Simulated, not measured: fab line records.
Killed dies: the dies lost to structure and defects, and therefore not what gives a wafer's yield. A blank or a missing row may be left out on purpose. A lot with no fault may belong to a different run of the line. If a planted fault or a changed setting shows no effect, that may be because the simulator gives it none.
A struck lot beside a sound one ; flow sky130 ; 16 steps out of a route of 708
Sound: the wafers L137.2, L137.3, L137.4. Struck: wafer L144.2 (left out: L144.3, L144.6 of the same lot, which were not struck); the cause appears at the end.
Order at every step that has rows: each side's tool, ch and its chambers, its first start. Under that, the readings that differ: sound wafers ; struck wafers ; difference of the means ; sigmas: that difference in standard deviations of wafers without a fault.
alike: readings with means less than 2 such deviations apart, plus words and numbers identical on both sides. not compared: withheld readings, readings lacking a value on some wafer, bounds such as >300 that could conceal the same value, and numbers that have no deviation in the record and whose values overlap.
The two part at a step that has a row with sigmas, a row that says differs or no value, or rows on one side only. Numbers that have no deviation but don't overlap get no sigmas and don't part them. Lack of a reading on every wafer of one side parts them only where that side has two or more wafers.

SKY_VIA2_BOW_MEAS_03:
  sound: filmMetro-01 at day 36 07:43; struck: filmMetro-04 at day 39 04:42
  alike: VIA2_BOW
then, 8 steps without rows for these wafers: SKY_VIA2_DEHYDRATE_04 (time 60 s); SKY_VIA2_HMDS_05 (prime time 60 s); SKY_VIA2_COAT_06 (resist thk 60 nm); SKY_VIA2_COAT_07 (resist thk 450 nm); SKY_VIA2_SOFTBAKE_08 (time 90 s); SKY_VIA2_EXPOSE_09 (exposes mask VIM2, target cd 200 nm); SKY_VIA2_PEB_10; SKY_VIA2_DEVELOP_11 (develop time 60 s).
SKY_VIA2_CD_MEAS_12 targets a cd of 200 nm.
  sound: cdSem-02 at day 37 10:08; struck: cdSem-02 at day 40 02:22
  alike: cdNm
SKY_VIA2_OVL_MEAS_13:
  sound: overlay-01 at day 37 10:14; struck: overlay-01 at day 40 02:28
  alike: VIA2_OVL
SKY_VIA2_ETCH_14: etches BARC in N2/H2, stops on SiO2, time 45.9 s, target depth 60 nm.
  sound on rieDiel-01 ch 1,2,3, day 37 10:16; struck on rieDiel-04 ch 0, day 40 02:29
reading;sound;struck;difference;sigmas
rfHoursCounterH (h);9 9 18;7;-5;
  alike: drypumpMotorCurrentA, h2FlowSccm, oesProductAu, rfFwdPowerW, throttleValvePct
SKY_VIA2_ETCH_15: etches SiO2 in C4F8/O2/Ar, stops on TiN, target depth 546 nm, time 84 s.
  sound on rieDiel-01 ch 1,2,3, day 37 10:19; struck on rieDiel-04 ch 0, day 40 02:32
reading;sound;struck;difference;sigmas
rfHoursCounterH (h);9 9 18;7;-5;
model.KrF-thick_of_VIA2_COAT_07.thkNm (nm);282.3 283 281.3;205.6;-76.6;
model.VIA2.featureDepthNm (nm);496.6 497.3 496.8;506.4;+9.5;
model.TiN_of_METAL2_SPUTTER_04.thkNm (nm);69.42 69.14 68.6;55.82;-13.23;
  alike: oesProductAu, rfFwdPowerW
SKY_VIA2_STRIP_16: strips in O2/N2.
  sound on plasmaAsher-02 ch 0,1, day 37 10:22; struck on plasmaAsher-02 ch 1, day 40 02:36
reading;sound;struck;difference;sigmas
oesProductAu (a.u.);0.394 0.399 0.386;0.361;-0.032;-6
stripTimeToEndpointS (s);4.043 4.057 4.020;3.208;-0.832;-28
  alike: drypumpMotorCurrentA
  not compared: rfHoursCounterH
then, 1 step without rows for these wafers: SKY_VIA2_STRIP_17 (strips in post etch residue remover, time 1200 s).
-- the record jumps here: 8 days lie between the struck wafers' starts before and after (it left off in module VIA2 and takes up again in module PAD_OPEN, whose first step shown is number 708 of the route) --
SKY_PAD_OPEN_PROBE_99:
  sound: prober-02 at day 46 08:22; struck: prober-01 at day 48 11:49
reading;sound;struck;difference;sigmas
defectLimitedYield (%);79.1 83.3 80.9;85.4;+4.3;+2
killed_at_M0_to_M3;56 43 51;31;-19;-3
killedDies;103 82 94;72;-21;-2
killedShort;48 33 33;25;-13;-2
sort_bin_5_function (%);12.6 11.6 12.2;7.5;-4.6;-3
sortNPass;389 410 398;420;+21;+2
sortYieldPct (%);79.1 83.3 80.9;85.4;+4.3;+2
  alike: killed_at_M4_up, killedAtContacts, killedAtFrontEnd, killedAtOther, killedOpen, sort_bin_3_pad_short, sort_bin_6_memory

== WHERE THEY PART ==
Earliest at SKY_VIA2_STRIP_16; latest, in this record, at SKY_PAD_OPEN_PROBE_99.

WHY: the cause the simulator had injected
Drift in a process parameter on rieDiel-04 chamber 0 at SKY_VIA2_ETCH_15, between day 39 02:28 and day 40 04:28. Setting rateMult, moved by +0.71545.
